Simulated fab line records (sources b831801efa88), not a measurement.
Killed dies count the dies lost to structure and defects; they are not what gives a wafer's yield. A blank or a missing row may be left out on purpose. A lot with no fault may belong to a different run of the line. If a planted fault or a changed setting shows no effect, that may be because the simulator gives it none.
Chamber matching ; flow sfqLine ; SFQ_TRILAYER_I1_DEP_PECVD_045 on pecvd-03 has 3 sister chambers
The step deposits SiO2 from SiH4/N2O, time 111.11 s, target thk 500 nm. 6 wafers are shown with their chamber, then 6 later ones without.

## WAFERS WITH THEIR CHAMBER
wafer;chamber;throttleValvePct (%);heaterPowerW (W)
L184.6;1;22.7;69
L186.2;1;22.6;76
L186.4;2;25.0;113
L186.5;0;22.7;82
L187.1;0;22.4;77
L187.4;2;25.4;118

## WAFERS WHOSE CHAMBER IS MISSING
wafer;throttleValvePct (%);heaterPowerW (W)
L187.5;22.7;59
L188.6;22.5;72
L190.2;22.7;70
L199.1;25.2;116
L199.3;22.6;81
L199.4;25.6;118

## CHAMBER TAKEN BY EACH
wafer;from the rows above;in truth
L187.5;can't be placed: 1 or 0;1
L188.6;can't be placed: 1 or 0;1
L190.2;can't be placed: 1 or 0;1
L199.1;2;2
L199.3;can't be placed: 0 or 1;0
L199.4;2;2
Correct placement for 2 of the 6. Not placeable from these rows: 4 (in 4, the candidates include the true chamber). 0 placed wrongly.
How it was worked out, from the rows above alone: a wafer's distance from a chamber is the root of the sum, over the readings, of the square of ((its reading less the chamber's mean) divided by the reading's scatter). The wafer belongs to the nearest chamber; if the next one is less than 2 further off, it can't be placed. Each chamber's mean is taken over the wafers shown for it. The scatter is the square root of a quotient: the sum, over the shown wafers, of each reading's squared deviation from its chamber's mean, divided by wafers minus chambers.
